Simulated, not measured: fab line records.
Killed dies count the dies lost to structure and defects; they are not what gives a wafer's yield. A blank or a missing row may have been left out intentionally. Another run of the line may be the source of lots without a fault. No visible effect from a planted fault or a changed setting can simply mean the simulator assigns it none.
Matching of chambers    flow sky130    pecvd-03 running SKY_CONTACT_CVD_00: 3 sister chambers
The step deposits Si3N4, target thk 75 nm. 24 wafers are shown with their chamber, then 12 later ones without.

## WAFERS, EACH WITH ITS CHAMBER
wafer   chamber  heater_power_w (W)  heater_power_outer_w (W)  susceptor_temp_C (C)
L075.1  1        512                 267                       400.06
L075.2  0        759                 425                       399.51
L075.3  0        745                 431                       399.65
L076.2  1        591                 316                       399.77
L076.3  1        579                 330                       399.92
L076.4  0        780                 447                       399.84
L078.1  1        625                 351                       399.75
L078.2  0        841                 501                       400.19
L078.4  0        843                 508                       400.32
L080.2  2        881                 536                       399.67
L080.3  1        570                 311                       399.92
L080.5  1        571                 303                       400.02
L082.3  0        803                 491                       400.45
L082.5  0        831                 488                       399.87
L082.6  2        1011                637                       399.49
L083.1  2        957                 618                       400.32
L083.2  1        617                 348                       400.09
L083.6  0        802                 480                       399.93
L086.3  2        912                 592                       399.90
L086.4  1        634                 358                       400.38
L086.5  1        633                 353                       400.16
L088.1  1        634                 363                       399.99
L088.3  2        996                 644                       399.84
L088.6  2        1022                640                       399.88

SIGNATURES (averages over the wafers above)
reading               chamber 0  chamber 1  chamber 2  scatter within a chamber
heater_power_w        800.50     596.60     963.17     43.7
heater_power_outer_w  471.38     330.00     611.17     34.1
susceptor_temp_C      399.9700   400.0060   399.8500   0.262
Rule: for a wafer and a chamber, the distance is found by dividing, reading by reading, the gap between the wafer's reading and the chamber's mean by the reading's scatter, squaring, summing and taking the root. The wafer belongs to the nearest chamber; if the next one is less than 2 further off, it can't be placed. The scatter: take each reading less its chamber's mean, square it, sum over the shown wafers, divide by the number of wafers less the number of chambers, and take the root.

## WAFERS WITHOUT THEIR CHAMBER
wafer   heater_power_w (W)  heater_power_outer_w (W)  susceptor_temp_C (C)
L092.2  609                 340                       400.39
L092.3  849                 507                       399.94
L092.5  844                 508                       399.64
L095.1  977                 632                       400.36
L095.3  730                 426                       400.13
L095.6  999                 643                       400.19
L097.1  953                 633                       400.09
L097.2  817                 492                       399.93
L097.3  560                 297                       400.21
L097.4  975                 613                       400.15
L097.5  547                 302                       400.29
L097.6  832                 494                       400.23

## EACH ONE'S CHAMBER
wafer   from the rows above  in truth
L092.2  1                    1
L092.3  0                    0
L092.5  0                    0
L095.1  2                    2
L095.3  0                    0
L095.6  2                    2
L097.1  2                    2
L097.2  0                    0
L097.3  1                    1
L097.4  2                    2
L097.5  1                    1
L097.6  0                    0
Placed correctly: 12 of 12. Not placeable from these rows: 0. 0 placed wrongly.
